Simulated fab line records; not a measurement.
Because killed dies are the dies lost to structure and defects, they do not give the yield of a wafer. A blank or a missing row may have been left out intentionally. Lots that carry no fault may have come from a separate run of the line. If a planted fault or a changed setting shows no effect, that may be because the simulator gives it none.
Struck lot and sound lot, side by side -- flow gf180mcu -- 21 out of 602 route steps
Sound: these wafers, L959.1, L959.2, L959.3. Wafers struck: L970.1, L970.2, L970.6. At the end, the cause is stated.
Per side, at each step with rows, come the tool, then ch with its chambers, and then its first start. Under that, the readings that differ: sound wafers -- struck wafers -- difference of the means -- sigmas: that difference in standard deviations of wafers without a fault.
alike: readings whose means differ by less than 2 such deviations, and words and numbers that are the same on both sides. not compared: withheld readings, readings that some wafer has no value for, bounds like >300 that may hide the same value, and numbers for which the record gives no deviation and whose values overlap.
Wherever a step has rows on one side only, a row that says differs or no value, or a row with sigmas, the two part there. Numbers that have no deviation but don't overlap get no sigmas and don't part them. A reading missing from all wafers of one side parts the sides only when that side holds two or more wafers.

first, 3 steps without rows for these wafers: GF_M5_STRIP_12 (strips in post etch residue remover, time 1200 s); GF_M5_CLEAN_13 (cleans in DIW); GF_V5_CVD_00 (deposits SiO2, target thk 300 nm, time 50 s).
GF_V5_THK_MEAS_01:
  sound on film metro-02 at day 26 02:16; struck on film metro-03 at day 29 23:10
  alike: V5_CVD_00_THK
GF_V5_CVD_02: deposits SiO2 from TEOS, target thk 1450 nm, time 163.28 s.
  sound on pecvd-03 ch 0,1,2, day 26 02:19; struck on pecvd-02 ch 0,1, day 29 23:14
  alike: heater power w
GF_V5_THK_MEAS_03:
  sound on film metro-03 at day 26 02:25; struck on film metro-04 at day 29 23:20
  alike: V5_CVD_02_THK
GF_V5_CMP_04: polishes SiO2.
  sound on cmp-01 ch 0,1,3, day 26 02:29; struck on cmp-02 ch 1,3, day 29 23:27
  alike: motor current A
GF_V5_BOW_MEAS_05:
  sound on film metro-02 at day 26 02:47; struck on film metro-03 at day 29 23:42
  alike: V5_BOW
then, 4 steps without rows for these wafers: GF_V5_DEHYDRATE_06 (time 60 s); GF_V5_HMDS_07 (prime time 60 s); GF_V5_COAT_08; GF_V5_COAT_09 (resist thk 1000 nm).
GF_V5_SOFTBAKE_10: time 60 s.
  sound on litho track-03 ch 0, day 26 13:00; struck on litho track-03 ch 0, day 30 09:00
reading,sound,struck,difference,sigmas
heater power total W (W),93.04 92.96 92.97,106.30 106.55 106.58,+13.49,+99 or more
plate temp C (C),130.01 129.99 129.85,144.08 144.06 144.18,+14.16,+99 or more
model.KrF_of_V5_COAT_09.thk nm (nm),1001 998.5 997.4,990 985.8 987.8,-11,
then, 2 steps without rows for these wafers: GF_V5_EXPOSE_11 (exposes mask Via5, target cd 260 nm); GF_V5_PEB_12 (peb time 90 s).
GF_V5_DEVELOP_13: develop time 60 s.
  sound on litho track-01 ch 0, day 26 23:20; struck on litho track-03 ch 0, day 30 17:40
reading,sound,struck,difference,sigmas
developer temp C (C),21.05 21.20 21.19,21.00 20.97 20.76,-0.24,-2
model.KrF_of_V5_COAT_09.thk nm (nm),986 983.5 982.4,975.3 971.1 973.1,-10.8,
GF_V5_CD_MEAS_14 targets a cd of 260 nm.
  sound on cd sem-02 at day 26 23:29; struck on cd sem-01 at day 30 17:49
reading,sound,struck,difference,sigmas
cd nm (nm),259.6 260.1 260.8,314.3 315.3 314.4,+54.5,+42
GF_V5_OVL_MEAS_15:
  sound on overlay-01 at day 26 23:37; struck on overlay-02 at day 30 17:56
  alike: V5_OVL
GF_V5_ETCH_16: etches BARC in N2/H2.
  sound on rie diel-01 ch 0,1,2, day 26 23:39; struck on rie diel-01 ch 0,1,3, day 30 17:58
reading,sound,struck,difference,sigmas
model.V5.cd nm (nm),259.7 259.4 261.7,314.3 314.5 313.9,+54.0,
  alike: chamber pressure mTorr, drypump motor current A, oes product au, throttle valve pct
GF_V5_ETCH_17: etches SiO2 in C4F8/O2/Ar, stops on TiN, target depth 855 nm.
  sound: rie diel-01 ch 0,1,2; struck: rie diel-01 ch 0,1,3
reading,sound,struck,difference,sigmas
model.V5.cd nm (nm),259.6 259.5 261.3,314.5 314.4 314.1,+54.2,
  alike: chamber pressure mTorr, oes product au
GF_V5_STRIP_18: strips in O2/N2.
  sound on plasma asher-03 ch 0,1, day 26 23:48; struck on plasma asher-02 ch 0,1, day 30 18:07
  alike: chamber pressure mTorr, drypump motor current A, heater power w, oes product au
  not compared: rf hours counter h

== WHERE THEY PART ==
At GF_V5_SOFTBAKE_10 first; at GF_V5_CD_MEAS_14 last (within this record only). Later steps at which nothing parts them and some readings are alike: GF_V5_OVL_MEAS_15, GF_V5_ETCH_16, GF_V5_ETCH_17, GF_V5_STRIP_18.

WHY: what the simulator had put in
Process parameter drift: litho track-03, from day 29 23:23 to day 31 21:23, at GF_V5_SOFTBAKE_10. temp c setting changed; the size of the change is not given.
